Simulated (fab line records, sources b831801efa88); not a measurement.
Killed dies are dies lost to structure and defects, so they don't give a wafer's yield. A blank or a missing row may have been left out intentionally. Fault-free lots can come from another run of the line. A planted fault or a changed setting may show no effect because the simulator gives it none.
Matching of chambers	flow gf180mcu	GF_V1_ETCH_16 on rie diel-01 has 4 sister chambers
The step etches BARC in N2/H2. 8 wafers are shown with their chamber, then 12 later ones without.

== WAFERS WITH THEIR CHAMBER ==
wafer	chamber	drypump motor current A (A)	oes product au (a.u.)
L082.1	2	5.7	0.862
L082.5	2	5.7	0.851
L082.6	3	4.6	0.863
L084.1	1	6.3	0.854
L084.6	0	6.0	0.848
L086.2	1	6.3	0.854
L086.3	0	6.0	0.853
L086.5	3	4.7	0.860

== WAFERS WITH NO CHAMBER GIVEN ==
wafer	drypump motor current A (A)	oes product au (a.u.)
L087.1	6.0	0.850
L087.4	6.0	0.860
L087.6	4.7	0.855
L090.1	4.7	0.860
L090.2	6.3	0.861
L090.4	5.7	0.860
L093.2	5.7	0.856
L093.3	6.0	0.854
L093.4	6.3	0.857
L096.1	5.6	0.858
L096.3	4.8	0.859
L096.5	6.3	0.845

== WHICH CHAMBER EACH ONE RAN IN ==
wafer	from the rows above	in truth
L087.1	0	0
L087.4	0	0
L087.6	3	3
L090.1	3	3
L090.2	1	1
L090.4	2	2
L093.2	2	2
L093.3	0	0
L093.4	1	1
L096.1	2	2
L096.3	3	3
L096.5	1	1
Placed correctly: 12 of 12. Number that these rows cannot place: 0. Wrongly placed: 0.
How it was worked out, from the rows above alone: a wafer's distance from a chamber is the root of the sum, over the readings, of the square of ((its reading less the chamber's mean) divided by the reading's scatter). The wafer belongs to the nearest chamber; if the next one is less than 2 further off, it can't be placed. The mean given for a chamber averages the wafers shown for that chamber. How the scatter is found: for the shown wafers, subtract from each reading the mean of its chamber, square and add these, divide the total by (wafers less chambers), then take the root.
